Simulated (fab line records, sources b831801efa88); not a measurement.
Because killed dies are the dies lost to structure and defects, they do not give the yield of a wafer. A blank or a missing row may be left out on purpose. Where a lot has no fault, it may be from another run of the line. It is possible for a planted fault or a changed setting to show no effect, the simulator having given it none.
Chamber matching    flow gf180mcu    cmp-01 running GF_V3_CMP_26: 4 sister chambers
The step polishes, stops on SiO2, t overpolish 15 s, target thk 0 nm. 4 wafers are shown with their chamber, then 10 later ones without.

## EACH WAFER AND ITS CHAMBER
wafer   chamber  motorCurrentA (A)
L079.1  2        9.3
L083.6  0        12.8
L087.1  3        10.4
L087.2  1        8.7

## WAFERS WHOSE CHAMBER IS MISSING
wafer   motorCurrentA (A)
L087.6  12.5
L088.1  12.5
L088.2  10.5
L088.5  9.2
L089.2  8.8
L089.3  12.8
L089.5  12.7
L096.2  9.5
L096.3  10.4
L096.4  9.6

## EACH ONE'S CHAMBER
wafer    from the rows above   in truth
L087.6   0                     0
L088.1   0                     0
L088.2   3                     3
L088.5   2                     2
L089.2   1                     1
L089.3   0                     0
L089.5   0                     0
L096.2   2                     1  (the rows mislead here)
L096.3   3                     3
L096.4   2                     2
9 of 10 placed correctly. Not placeable from these rows: 0. 1 placed wrongly.
How it was worked out, from the rows above alone: a wafer's distance from a chamber is the root of the sum, over the readings, of the square of ((its reading less the chamber's mean) divided by the reading's scatter). The wafer belongs to the nearest chamber; if the next one is less than 2 further off, it can't be placed. Each chamber's mean is taken over the wafers shown for it. The scatter: root of mean squared gap, hidden wafer to nearest shown wafer, with one shown wafer a chamber.
